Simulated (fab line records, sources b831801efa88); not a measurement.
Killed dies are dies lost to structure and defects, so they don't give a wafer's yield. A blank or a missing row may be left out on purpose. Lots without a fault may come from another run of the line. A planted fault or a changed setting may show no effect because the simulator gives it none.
Which tool did it? | flow gf180mcu | 6 lots, 18 wafers sampled, at 1 step of a route of 602

WHAT THE GAUGES READ, wafer by wafer
GF_VT_IMPLANT_OVL_MEAS_29.
lot  | measured     | on         | VT_IMPLANT_02_OVL (nm)
L306 | day 7 07:55  | overlay-02 | 0.4 0.0 0.6
L311 | day 8 16:37  | overlay-01 | 2.0 3.1 2.2
L313 | day 9 11:05  | overlay-01 | -2.2 -2.4 -1.1
L315 | day 9 21:13  | overlay-01 | 2.3 0.9 3.4
L318 | day 10 15:16 | overlay-01 | -2.0 -1.4 -0.7
L324 | day 12 05:19 | overlay-02 | -1.1 0.4 0.4

WHICH TOOL RAN EACH LOT (tool, then ch and the chambers of the sampled wafers, then the start)
The record holds no process step before these readings.

THE ANSWER, worked out from the rows above alone
Rule: what is usual is taken from the lots themselves. Put in order of their means at a reading, lots are off if they are a third of the lots or fewer, leave a main group of 4 or more, and stand apart from it by a gap of 3 or more times the standard deviation of the main group's means; of several such gaps the widest counts. A main group whose means are all the same, to the digits that the tables above print for the reading, isn't used. A lot without any number at a reading at which 4 lots or more have one is off too. The other lots that the step has rows for count as sound.
No lot is off at any reading shown: from this, nothing can be told.

WHAT THE SIMULATOR HAD PUT IN
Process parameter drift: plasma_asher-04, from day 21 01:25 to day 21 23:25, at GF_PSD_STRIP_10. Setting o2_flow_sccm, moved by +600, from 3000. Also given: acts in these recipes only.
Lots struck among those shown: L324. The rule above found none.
